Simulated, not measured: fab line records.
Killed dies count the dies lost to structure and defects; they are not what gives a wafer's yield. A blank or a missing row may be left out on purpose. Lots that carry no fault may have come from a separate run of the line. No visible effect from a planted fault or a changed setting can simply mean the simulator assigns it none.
Matching of chambers | flow gf180mcu | GF_CONTACT_CVD_00 on hdpcvd-02 has 3 sister chambers
The step deposits SiO2, target thk 300 nm, time 50 s. 3 wafers are shown with their chamber, then 7 later ones without.

EACH WAFER AND ITS CHAMBER
wafer  | chamber | susceptorTempC (C)
L595.1 | 1       | 399.91
L596.1 | 2       | 400.28
L596.5 | 0       | 399.79

WAFERS WITH NO CHAMBER GIVEN
wafer  | susceptorTempC (C)
L596.6 | 400.34
L598.2 | 400.26
L598.4 | 399.82
L598.6 | 400.04
L608.4 | 399.66
L608.6 | 399.86
L609.3 | 400.16

THE CHAMBER EACH PASSED THROUGH
wafer  | from the rows above          | in truth
L596.6 | 2                            | 2
L598.2 | 2                            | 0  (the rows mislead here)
L598.4 | can't be placed: 0 or 1      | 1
L598.6 | can't be placed: 1 or 2 or 0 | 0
L608.4 | can't be placed: 0 or 1      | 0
L608.6 | can't be placed: 1 or 0      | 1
L609.3 | can't be placed: 2 or 1      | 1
Correct placement for 1 of the 7. Can't be placed from these rows: 5 (the true chamber is among the candidates in 5). Number placed wrongly: 1.
How it was worked out, from the rows above alone: a wafer's distance from a chamber is the root of the sum, over the readings, of the square of ((its reading less the chamber's mean) divided by the reading's scatter). The wafer belongs to the nearest chamber; if the next one is less than 2 further off, it can't be placed. For every chamber, the mean is computed from those of its wafers that are shown. The scatter: root of mean squared gap, hidden wafer to nearest shown wafer, with one shown wafer a chamber.
